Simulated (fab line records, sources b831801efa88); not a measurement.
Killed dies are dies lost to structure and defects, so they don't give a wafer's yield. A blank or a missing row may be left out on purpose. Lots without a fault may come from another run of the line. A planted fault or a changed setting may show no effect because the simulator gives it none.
Which tool did it? | flow sky130 | 14 lots, 42 wafers sampled, at 7 steps of a route of 708

WHAT THE GAUGES READ, wafer by wafer
The record holds no reading of a measuring or inspecting step that can be judged against a usual standard deviation.

WHICH TOOL RAN EACH LOT (tool, then ch and the chambers of the sampled wafers, then the start)
lot  | SKY_VIA2_CMP_02               | SKY_METAL3_SPUTTER_04        | SKY_VIA3_ETCH_14                   | SKY_VIA3_ETCH_15                   | SKY_VIA3_STRIP_16                    | SKY_VIA3_CVD_21               | SKY_METAL4_SPUTTER_00
L379 | cmp-02 ch 2,3, day 35 04:25   | pvd_sputter-03, day 36 08:59 | rie_diel-03 ch 1,2, day 39 15:46   | rie_diel-03 ch 1,2, day 39 15:48   | plasma_asher-04 ch 0,1, day 39 15:54 | cvd_w-01 ch 0,1, day 39 16:36 | pvd_sputter-03, day 39 17:10
L381 | cmp-01 ch 0,3, day 35 20:45   | pvd_sputter-02, day 37 01:28 | rie_diel-04 ch 0,2,3, day 40 07:46 | rie_diel-04 ch 0,2,3, day 40 07:48 | plasma_asher-01 ch 0,1, day 40 07:52 | cvd_w-01 ch 0, day 40 08:31   | pvd_sputter-01, day 40 09:08
L382 | cmp-02 ch 1,2,3, day 36 02:40 | pvd_sputter-02, day 37 07:20 | rie_diel-04 ch 0,2,3, day 40 12:17 | rie_diel-04 ch 0,2,3, day 40 12:20 | plasma_asher-04 ch 0,1, day 40 12:23 | cvd_w-02 ch 0,1, day 40 13:03 | pvd_sputter-01, day 40 13:39
L383 | cmp-02 ch 0,1, day 36 16:58   | pvd_sputter-02, day 37 20:28 | rie_diel-03 ch 1,2, day 41 02:10   | rie_diel-03 ch 1,2, day 41 02:12   | plasma_asher-01 ch 0,1, day 41 02:16 | cvd_w-02 ch 0,1, day 41 02:55 | pvd_sputter-01, day 41 03:31
L386 | cmp-02 ch 1,3, day 37 09:26   | pvd_sputter-03, day 38 12:59 | rie_diel-03 ch 0,2,3, day 41 17:37 | rie_diel-03 ch 0,2,3, day 41 17:39 | plasma_asher-01 ch 0,1, day 41 17:45 | cvd_w-02 ch 0,1, day 41 18:25 | pvd_sputter-01, day 41 18:58
L392 | cmp-02 ch 0,1,3, day 39 07:27 | pvd_sputter-02, day 40 10:12 | rie_diel-04 ch 0,1,3, day 43 12:26 | rie_diel-04 ch 0,1,3, day 43 12:28 | plasma_asher-04 ch 0,1, day 43 12:32 | cvd_w-01 ch 0,1, day 43 13:11 | pvd_sputter-03, day 43 13:48
L393 | cmp-01 ch 1,3, day 39 16:29   | pvd_sputter-02, day 40 19:26 | rie_diel-02 ch 0,1, day 43 19:44   | rie_diel-02 ch 0,1, day 43 19:47   | plasma_asher-04 ch 0,1, day 43 19:51 | cvd_w-01 ch 1, day 43 20:30   | pvd_sputter-03, day 43 21:06
L394 | cmp-01 ch 1,3, day 39 23:19   | pvd_sputter-01, day 41 02:22 | rie_diel-04 ch 1,2, day 44 01:53   | rie_diel-04 ch 1,2, day 44 01:55   | plasma_asher-02 ch 1, day 44 01:59   | cvd_w-02 ch 0,1, day 44 02:38 | pvd_sputter-03, day 44 03:14
L395 | cmp-01 ch 0,2,3, day 40 06:38 | pvd_sputter-02, day 41 08:50 | rie_diel-03 ch 1,2,3, day 44 07:17 | rie_diel-03 ch 1,2,3, day 44 07:19 | plasma_asher-01 ch 0,1, day 44 07:23 | cvd_w-02 ch 0,1, day 44 08:02 | pvd_sputter-03, day 44 08:38
L396 | cmp-02 ch 0,3, day 40 19:51   | pvd_sputter-03, day 41 22:10 | rie_diel-04 ch 1,2, day 44 19:38   | rie_diel-04 ch 1,2, day 44 19:40   | plasma_asher-02 ch 0,1, day 44 19:46 | cvd_w-02 ch 0,1, day 44 20:26 | pvd_sputter-01, day 44 20:59
L398 | cmp-02 ch 1,3, day 42 10:47   | pvd_sputter-01, day 43 11:36 | rie_diel-03 ch 0,1,2, day 46 06:25 | rie_diel-03 ch 0,1,2, day 46 06:27 | plasma_asher-04 ch 0,1, day 46 06:33 | cvd_w-01 ch 0,1, day 46 07:13 | pvd_sputter-01, day 46 07:55
L399 | cmp-02 ch 0,1,3, day 42 12:55 | pvd_sputter-03, day 43 13:34 | rie_diel-03 ch 0,3, day 46 07:48   | rie_diel-03 ch 0,3, day 46 07:50   | plasma_asher-01 ch 0, day 46 07:54   | cvd_w-01 ch 1, day 46 08:34   | pvd_sputter-01, day 46 09:10
L397 | cmp-01 ch 1,2, day 42 14:16   | pvd_sputter-01, day 43 15:29 | rie_diel-03 ch 0,1,2, day 46 10:14 | rie_diel-03 ch 0,1,2, day 46 10:17 | plasma_asher-04 ch 0,1, day 46 10:21 | cvd_w-01 ch 0,1, day 46 11:00 | pvd_sputter-03, day 46 11:36
L400 | cmp-01 ch 0,1,3, day 42 18:28 | pvd_sputter-02, day 43 19:22 | rie_diel-02 ch 1,2,3, day 46 14:04 | rie_diel-02 ch 1,2,3, day 46 14:06 | plasma_asher-01 ch 0,1, day 46 14:10 | cvd_w-01 ch 0,1, day 46 14:49 | pvd_sputter-01, day 46 15:47
- SKY_VIA2_CMP_02: polishes SiO2.
- SKY_METAL3_SPUTTER_04: material TiN, target thk 70 nm, time 58.3 s.
- SKY_VIA3_ETCH_14: etches BARC in N2/H2, stops on SiO2, time 45.9 s, target depth 60 nm.
- SKY_VIA3_ETCH_15: etches SiO2 in C4F8/O2/Ar, stops on TiN, target depth 507 nm, time 78 s.
- SKY_VIA3_STRIP_16: strips in O2/N2.
- SKY_VIA3_CVD_21: deposits W, target thk 390 nm, time 117.31 s.
- SKY_METAL4_SPUTTER_00: material Ti, target thk 15 nm, time 10 s.

WHAT THE TOOLS THEMSELVES READ (means of the sampled wafers that have a number; where no wafer has one, the mark that the record gives instead)
SKY_VIA2_CMP_02.
lot  | tool   | motor_current_A (A)
L379 | cmp-02 | 11.5
L381 | cmp-01 | 12.1
L382 | cmp-02 | 12.0
L383 | cmp-02 | 13.2
L386 | cmp-02 | 12.4
L392 | cmp-02 | 12.5
L393 | cmp-01 | 12.5
L394 | cmp-01 | 11.9
L395 | cmp-01 | 12.1
L396 | cmp-02 | 11.5
L398 | cmp-02 | 13.2
L399 | cmp-02 | 12.7
L397 | cmp-01 | 12.1
L400 | cmp-01 | 12.3

SKY_METAL3_SPUTTER_04.
lot  | tool           | throttle_valve_pct (%)
L379 | pvd_sputter-03 | 29.9
L381 | pvd_sputter-02 | 30.4
L382 | pvd_sputter-02 | 30.4
L383 | pvd_sputter-02 | 30.7
L386 | pvd_sputter-03 | 30.4
L392 | pvd_sputter-02 | 30.2
L393 | pvd_sputter-02 | 29.8
L394 | pvd_sputter-01 | 30.3
L395 | pvd_sputter-02 | 30.6
L396 | pvd_sputter-03 | 29.8
L398 | pvd_sputter-01 | 30.2
L399 | pvd_sputter-03 | 29.9
L397 | pvd_sputter-01 | 30.1
L400 | pvd_sputter-02 | 29.8

SKY_VIA3_ETCH_14.
lot  | tool        | drypump_motor_current_A (A) | oes_product_au (a.u.) | rf_fwd_power_W (W) | run_length_s (s) | throttle_valve_pct (%)
L379 | rie_diel-03 | 6.0                         | 0.859                 | 494.0              | 73.7             | 13.231
L381 | rie_diel-04 | 5.8                         | 0.848                 | 496.6              | 74.3             | 13.225
L382 | rie_diel-04 | 5.8                         | 0.860                 | 494.6              | 74.0             | 13.229
L383 | rie_diel-03 | 6.2                         | 0.852                 | 495.1              | 73.9             | 13.221
L386 | rie_diel-03 | 5.7                         | 0.855                 | 497.1              | 74.4             | 13.234
L392 | rie_diel-04 | 5.6                         | 0.861                 | 496.0              | 74.2             | 13.213
L393 | rie_diel-02 | 5.8                         | 0.860                 | 495.7              | 74.0             | 13.232
L394 | rie_diel-04 | 5.8                         | 0.899                 | 494.8              | 69.8             | 13.226
L395 | rie_diel-03 | 5.9                         | 0.853                 | 495.0              | 74.5             | 13.222
L396 | rie_diel-04 | 5.9                         | 0.955                 | 495.1              | 65.1             | 13.235
L398 | rie_diel-03 | 6.0                         | 0.858                 | 494.6              | 74.0             | 13.212
L399 | rie_diel-03 | 5.7                         | 0.852                 | 498.3              | 74.9             | 13.224
L397 | rie_diel-03 | 5.9                         | 0.853                 | 494.5              | 74.2             | 13.222
L400 | rie_diel-02 | 5.7                         | 0.854                 | 494.5              | 74.2             | 13.226

SKY_VIA3_ETCH_15.
lot  | tool        | oes_product_au (a.u.) | rf_fwd_power_W (W) | run_length_s (s)
L379 | rie_diel-03 | 0.945                 | 1489               | 106.1
L381 | rie_diel-04 | 0.945                 | 1493               | 106.3
L382 | rie_diel-04 | 0.946                 | 1492               | 106.3
L383 | rie_diel-03 | 0.951                 | 1488               | 106.1
L386 | rie_diel-03 | 0.940                 | 1492               | 106.3
L392 | rie_diel-04 | 0.942                 | 1491               | 106.3
L393 | rie_diel-02 | 0.947                 | 1495               | 106.3
L394 | rie_diel-04 | 0.755                 | 1490               | 106.8
L395 | rie_diel-03 | 0.945                 | 1490               | 106.4
L396 | rie_diel-04 | 0.563                 | 1489               | 106.3
L398 | rie_diel-03 | 0.951                 | 1489               | 106.3
L399 | rie_diel-03 | 0.948                 | 1494               | 106.9
L397 | rie_diel-03 | 0.950                 | 1489               | 106.3
L400 | rie_diel-02 | 0.950                 | 1489               | 106.3

SKY_VIA3_STRIP_16.
lot  | tool            | drypump_motor_current_A (A) | oes_product_au (a.u.) | strip_time_to_endpoint_s (s)
L379 | plasma_asher-04 | 6.1                         | 0.404                 | 4.142
L381 | plasma_asher-01 | 6.0                         | 0.402                 | 4.127
L382 | plasma_asher-04 | 6.1                         | 0.402                 | 4.118
L383 | plasma_asher-01 | 6.0                         | 0.403                 | 4.106
L386 | plasma_asher-01 | 6.3                         | 0.396                 | 4.125
L392 | plasma_asher-04 | 6.1                         | 0.407                 | 4.151
L393 | plasma_asher-04 | 5.7                         | 0.401                 | 4.144
L394 | plasma_asher-02 | 6.5                         | 0.402                 | 4.171
L395 | plasma_asher-01 | 6.3                         | 0.403                 | 4.104
L396 | plasma_asher-02 | 6.1                         | 0.405                 | 4.236
L398 | plasma_asher-04 | 6.1                         | 0.395                 | 4.121
L399 | plasma_asher-01 | 5.8                         | 0.403                 | 4.107
L397 | plasma_asher-04 | 5.7                         | 0.403                 | 4.132
L400 | plasma_asher-01 | 6.3                         | 0.406                 | 4.144

SKY_VIA3_CVD_21.
lot  | tool     | heater_power_w (W)
L379 | cvd_w-01 | 763
L381 | cvd_w-01 | 724
L382 | cvd_w-02 | 886
L383 | cvd_w-02 | 883
L386 | cvd_w-02 | 900
L392 | cvd_w-01 | 756
L393 | cvd_w-01 | 850
L394 | cvd_w-02 | 896
L395 | cvd_w-02 | 937
L396 | cvd_w-02 | 901
L398 | cvd_w-01 | 767
L399 | cvd_w-01 | 846
L397 | cvd_w-01 | 770
L400 | cvd_w-01 | 809

SKY_METAL4_SPUTTER_00.
lot  | tool           | throttle_valve_pct (%)
L379 | pvd_sputter-03 | 29.9
L381 | pvd_sputter-01 | 30.9
L382 | pvd_sputter-01 | 29.7
L383 | pvd_sputter-01 | 30.3
L386 | pvd_sputter-01 | 30.9
L392 | pvd_sputter-03 | 30.0
L393 | pvd_sputter-03 | 30.1
L394 | pvd_sputter-03 | 30.2
L395 | pvd_sputter-03 | 29.8
L396 | pvd_sputter-01 | 29.4
L398 | pvd_sputter-01 | 29.8
L399 | pvd_sputter-01 | 31.2
L397 | pvd_sputter-03 | 29.8
L400 | pvd_sputter-01 | 30.1

THE ANSWER, worked out from the rows above alone
Rule: what is usual is taken from the lots themselves. Put in order of their means at a reading, lots are off if they are a third of the lots or fewer, leave a main group of 4 or more, and stand apart from it by a gap of 3 or more times the standard deviation of the main group's means; of several such gaps the widest counts. A main group whose means are all the same, to the digits that the tables above print for the reading, isn't used. A lot without any number at a reading at which 4 lots or more have one is off too. The other lots that the step has rows for count as sound. The gauges are gone through in route order, then the tools' own readings, and for those a lot's mean is taken as printed above. The first step at which some lot is off is used, and at that step the reading that is off furthest; a lot without a number counts as furthest.
Off: L394, L396, at SKY_VIA3_ETCH_14 (run_length_s). The main group: mean 74.2 s, standard deviation 0.3.
A tool fits if, at that step or a process step before it, it ran every lot that is off, and no sound lot after the first of them. One fits: rie_diel-04 at SKY_VIA3_ETCH_14. Its last sound lot is L392 (day 43 12:26), its first lot that is off L394 (day 44 01:53): a fault that began between those two fits.
The tool's own readings at SKY_VIA3_ETCH_14 bear it out: on the lots that are off they differ by more than 5 times the standard deviation of the sound lots' means. oes_product_au reads 0.927 a.u. there against 0.855 a.u. on the sound lots; run_length_s reads 67.4 s there against 74.2 s on the sound lots.

WHAT THE SIMULATOR HAD PUT IN
Process parameter drift: rie_diel-04, from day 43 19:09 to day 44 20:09, at SKY_VIA3_ETCH_14. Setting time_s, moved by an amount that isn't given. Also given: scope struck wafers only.
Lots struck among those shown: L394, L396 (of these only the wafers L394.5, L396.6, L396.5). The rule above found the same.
